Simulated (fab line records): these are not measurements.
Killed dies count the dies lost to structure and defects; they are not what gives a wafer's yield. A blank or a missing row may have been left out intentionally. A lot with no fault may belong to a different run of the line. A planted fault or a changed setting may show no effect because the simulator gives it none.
Which tool was responsible? :: flow sky130 :: 33 wafers sampled from 11 lots at 1 step of a route of 708

== WHAT THE GAUGES SHOWED, per wafer ==
SKY_CAP2M_OVL_MEAS_12. Usual: CAP2M_OVL gives 0.3 nm (standard deviation 1.4).
lot: L938
measured: day 40 20:39
on: overlay-01
CAP2M_OVL (nm): 0.6 -0.3 0.1
flag: 

lot: L939
measured: day 40 21:32
on: overlay-01
CAP2M_OVL (nm): 0.8 2.1 -0.4
flag: 

lot: L940
measured: day 41 09:56
on: overlay-01
CAP2M_OVL (nm): -0.5 -0.4 -0.7
flag: 

lot: L944
measured: day 42 12:05
on: overlay-02
CAP2M_OVL (nm): 0.0 1.4 0.1
flag: 

lot: L946
measured: day 43 11:04
on: overlay-02
CAP2M_OVL (nm): 1.8 1.0 0.2
flag: 

lot: L947
measured: day 43 12:32
on: overlay-01
CAP2M_OVL (nm): -1.7 0.4 -0.3
flag: 

lot: L948
measured: day 43 19:00
on: overlay-02
CAP2M_OVL (nm): 1.6 1.0 2.4
flag: 

lot: L951
measured: day 44 17:28
on: overlay-02
CAP2M_OVL (nm): 0.4 0.8 -2.4
flag: 

lot: L952
measured: day 44 17:29
on: overlay-01
CAP2M_OVL (nm): 0.3 0.1 0.9
flag: 

lot: L953
measured: day 44 22:58
on: overlay-02
CAP2M_OVL (nm): 1.5 3.1 2.1
flag: 

lot: L955
measured: day 45 12:44
on: overlay-01
CAP2M_OVL (nm): 0.0 0.4 1.7
flag: 

== EACH LOT AND THE TOOL THAT RAN IT (in order: tool; ch and the chambers of the sampled wafers; start) ==
Before these readings, the record contains no process step.

== WHAT THE TOOLS THEMSELVES READ (means of the sampled wafers that have a number; where no wafer has one, the mark that the record gives instead) ==
The record holds no such reading with a usual standard deviation.

== THE ANSWER, worked out from the rows above alone ==
Rule: a lot is off if the mean of its wafers that have a number lies more than 3 standard deviations from the usual mean. A lot without any number at a reading at which 4 lots or more have one is off too. The other lots that the step has rows for count as sound. Order of review: gauges by route order, followed by the tools' own readings, for which a lot's mean as printed above is used. The first step at which some lot is off is used, and at that step the reading that is off furthest; a lot without a number counts as furthest.
No lot is off on any of the readings shown, so nothing can be concluded from this.

== WHAT WAS PUT IN BY THE SIMULATOR ==
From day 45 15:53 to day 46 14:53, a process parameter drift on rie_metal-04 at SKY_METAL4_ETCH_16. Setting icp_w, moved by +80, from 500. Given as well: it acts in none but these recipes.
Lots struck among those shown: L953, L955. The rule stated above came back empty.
